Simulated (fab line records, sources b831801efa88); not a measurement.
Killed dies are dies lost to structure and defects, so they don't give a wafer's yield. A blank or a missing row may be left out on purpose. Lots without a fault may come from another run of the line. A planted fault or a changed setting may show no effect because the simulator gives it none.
Tool commonality check | flow sky130 | 10 lots, 30 wafers sampled

WHY IT WAS OPENED
At SKY_VIA1_BOW_MEAS_03 the reading VIA1_BOW is flagged on 3 of 10 lots. Wafers without a fault read 77 um, standard deviation 6.1.
Rule: a lot is flagged when every wafer of it that has a number lies more than 4 standard deviations from that mean, or none has a number. The other lots count as sound.

lot  | measured     | on            | VIA1_BOW (um), wafer by wafer | flag
L816 | day 34 07:03 | film_metro-02 | 84 77 85                      |
L822 | day 35 17:12 | film_metro-01 | 74 71 68                      |
L825 | day 36 09:46 | film_metro-03 | 110 113 109                   | FLAGGED
L826 | day 36 17:12 | film_metro-01 | 102 112 112                   | FLAGGED
L827 | day 37 05:19 | film_metro-02 | 104 102 113                   | FLAGGED
L828 | day 37 13:19 | film_metro-01 | 73 73 65                      |
L832 | day 39 02:22 | film_metro-02 | 69 74 75                      |
L833 | day 39 09:04 | film_metro-03 | 76 73 78                      |
L835 | day 39 12:32 | film_metro-02 | 78 81 84                      |
L837 | day 40 05:13 | film_metro-02 | 73 77 86                      |
The numbers of the flagged lots are 109 um on average: +32 um against the usual, or +5 standard deviations.

WHICH TOOL RAN EACH LOT
The record holds 3 process steps before the reading, out of a route of 708 steps. In each cell: the tool, then ch and the chambers that the sampled wafers went through, then the start.
lot  | flag    | SKY_METAL1_SPUTTER_01        | SKY_METAL1_METAL_ETCH_19          | SKY_VIA1_CMP_02
L816 |         | pvd_sputter-03, day 33 02:29 | rie_metal-04 ch 0,1, day 34 05:53 | cmp-01 ch 2,3, day 34 06:47
L822 |         | pvd_sputter-02, day 34 13:05 | rie_metal-01 ch 0,1, day 35 15:41 | cmp-01 ch 0,1,3, day 35 16:56
L825 | FLAGGED | pvd_sputter-03, day 35 05:39 | rie_metal-01 ch 0,1, day 36 08:26 | cmp-01 ch 1,2,3, day 36 09:31
L826 | FLAGGED | pvd_sputter-02, day 35 13:53 | rie_metal-01 ch 1, day 36 16:02   | cmp-01 ch 0,1,3, day 36 16:53
L827 | FLAGGED | pvd_sputter-02, day 36 01:20 | rie_metal-04 ch 0, day 37 04:04   | cmp-01 ch 0,1,3, day 37 05:07
L828 |         | pvd_sputter-02, day 36 10:02 | rie_metal-04 ch 0, day 37 12:04   | cmp-01 ch 0,1,3, day 37 13:05
L832 |         | pvd_sputter-04, day 37 23:11 | rie_metal-01 ch 0,1, day 39 01:10 | cmp-01 ch 0,1, day 39 02:04
L833 |         | pvd_sputter-02, day 38 06:35 | rie_metal-03 ch 0,1, day 39 07:51 | cmp-01 ch 2,3, day 39 08:44
L835 |         | pvd_sputter-03, day 38 10:39 | rie_metal-03 ch 0, day 39 11:23   | cmp-01 ch 0,2,3, day 39 12:20
L837 |         | pvd_sputter-02, day 39 04:06 | rie_metal-01 ch 1, day 40 03:38   | cmp-02 ch 0,1,3, day 40 04:56
What these steps do:
- SKY_METAL1_SPUTTER_01: material TiN, target thk 20 nm, time 16.7 s.
- SKY_METAL1_METAL_ETCH_19: etches the open film in Cl2/BCl3, stops on SiO2, target depth 360 nm, time 78 s.
- SKY_VIA1_CMP_02: polishes SiO2.
- SKY_VIA1_BOW_MEAS_03

FLAGGED OVER TOTAL, TOOL BY TOOL (the gauges that took the reading come last)
step                     | tool           | lots run | flagged | share of the flagged lots | sound lots run after its first flagged lot
SKY_METAL1_SPUTTER_01    | pvd_sputter-02 | 6        | 2       | some                      | 3 (L828,L833,L837)
SKY_METAL1_SPUTTER_01    | pvd_sputter-03 | 3        | 1       | some                      | 1 (L835)
SKY_METAL1_SPUTTER_01    | pvd_sputter-04 | 1        | 0       | none                      | -
SKY_METAL1_METAL_ETCH_19 | rie_metal-01   | 5        | 2       | some                      | 2 (L832,L837)
SKY_METAL1_METAL_ETCH_19 | rie_metal-03   | 2        | 0       | none                      | -
SKY_METAL1_METAL_ETCH_19 | rie_metal-04   | 3        | 1       | some                      | 1 (L828)
SKY_VIA1_CMP_02          | cmp-01         | 9        | 3       | all                       | 4 (L828,L832,L833,L835)
SKY_VIA1_CMP_02          | cmp-02         | 1        | 0       | none                      | -
SKY_VIA1_BOW_MEAS_03     | film_metro-01  | 3        | 1       | some                      | 1 (L828)
SKY_VIA1_BOW_MEAS_03     | film_metro-02  | 5        | 1       | some                      | 3 (L832,L835,L837)
SKY_VIA1_BOW_MEAS_03     | film_metro-03  | 2        | 1       | some                      | 1 (L833)

WHAT THE TABLE ALLOWS
1 row of the table ran every flagged lot: cmp-01 at SKY_VIA1_CMP_02.
- cmp-01 at SKY_VIA1_CMP_02: 3 of its 9 lots flagged. Sound lots ran on it after the first flagged one (L828, L832, L833, L835), which a lasting fault on the whole tool wouldn't allow. On the flagged lots its readings are blank where sound lots have values: edge_zone_pressure_frac, head_pressure_psi, motor_current_A.
No row of the table ran every flagged lot and no sound lot after the first.

WHAT THE SIMULATOR HAD PUT IN
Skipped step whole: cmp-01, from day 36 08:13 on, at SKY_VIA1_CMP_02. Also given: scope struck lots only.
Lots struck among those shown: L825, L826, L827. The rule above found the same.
